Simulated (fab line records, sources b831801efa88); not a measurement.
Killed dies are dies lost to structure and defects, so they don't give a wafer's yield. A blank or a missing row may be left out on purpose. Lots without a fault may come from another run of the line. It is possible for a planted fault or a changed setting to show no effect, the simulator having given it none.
Which tool was responsible? / flow sky130 / 6 lots, 17 wafers sampled, at 2 steps of a route of 708

## WHAT THE GAUGES SHOWED, per wafer
SKY_METAL5_RS_MEAS_05: uses a four-point probe to measure.
lot=L505; measured=day 43 18:43; on=film-metro-02; METAL5_ALCU_RS (ohm/sq)=0.0269 0.02693 0.02726
lot=L507; measured=day 44 13:19; on=film-metro-02; METAL5_ALCU_RS (ohm/sq)=0.0267 0.02673 0.02691
lot=L513; measured=day 46 02:14; on=film-metro-02; METAL5_ALCU_RS (ohm/sq)=0.0268 0.02342
lot=L518; measured=day 47 06:32; on=film-metro-02; METAL5_ALCU_RS (ohm/sq)=0.02723 0.02729 0.02719
lot=L520; measured=day 48 05:18; on=film-metro-04; METAL5_ALCU_RS (ohm/sq)=0.027 0.02681 0.02687
lot=L524; measured=day 48 14:55; on=film-metro-04; METAL5_ALCU_RS (ohm/sq)=0.02701 0.02711 0.02707

## WHAT TOOL EACH LOT RAN ON (gives the tool, then ch and the chambers of the sampled wafers, and finally the start)
lot=L505; SKY_METAL5_SPUTTER_02=pvd-sputter-04, day 43 18:36
lot=L507; SKY_METAL5_SPUTTER_02=pvd-sputter-04, day 44 13:11
lot=L513; SKY_METAL5_SPUTTER_02=pvd-sputter-04, day 46 02:06
lot=L518; SKY_METAL5_SPUTTER_02=pvd-sputter-02, day 47 06:24
lot=L520; SKY_METAL5_SPUTTER_02=pvd-sputter-01, day 48 05:09
lot=L524; SKY_METAL5_SPUTTER_02=pvd-sputter-02, day 48 14:47
- SKY_METAL5_SPUTTER_02: material AlCu, target thk 1150 nm, time 61.2 s.

## THE ANSWER, worked out from the rows above alone
Rule: the usual values come from the lots themselves. Put in order of their means at a reading, lots are off if they are a third of the lots or fewer, leave a main group of 4 or more, and stand apart from it by a gap of 3 or more times the standard deviation of the main group's means; of several such gaps the widest counts. A main group is skipped when, at the precision printed for the reading in the tables above, its means are all equal. Also off: a lot with no number at a reading for which 4 or more lots have one. Any other lot the step has rows for is counted as sound.
Off: at SKY_METAL5_RS_MEAS_05 (METAL5_ALCU_RS), L513. The main group: mean 0.027 ohm/sq, standard deviation 0.00016.
A tool fits if, at a process step before that reading, it ran every lot that is off, and no sound lot after the first of them. The gauges at SKY_METAL5_RS_MEAS_05 are tried like those tools. One fits: SKY_METAL5_SPUTTER_02 on pvd-sputter-04. A fault onset in the window from L507 (day 44 13:11, its last sound lot) to L513 (day 46 02:06, its first lot off) fits.

## WHAT THE SIMULATOR HAD INSERTED
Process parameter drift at SKY_METAL5_SPUTTER_02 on pvd-sputter-04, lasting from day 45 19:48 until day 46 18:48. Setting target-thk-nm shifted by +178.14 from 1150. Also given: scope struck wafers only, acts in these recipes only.
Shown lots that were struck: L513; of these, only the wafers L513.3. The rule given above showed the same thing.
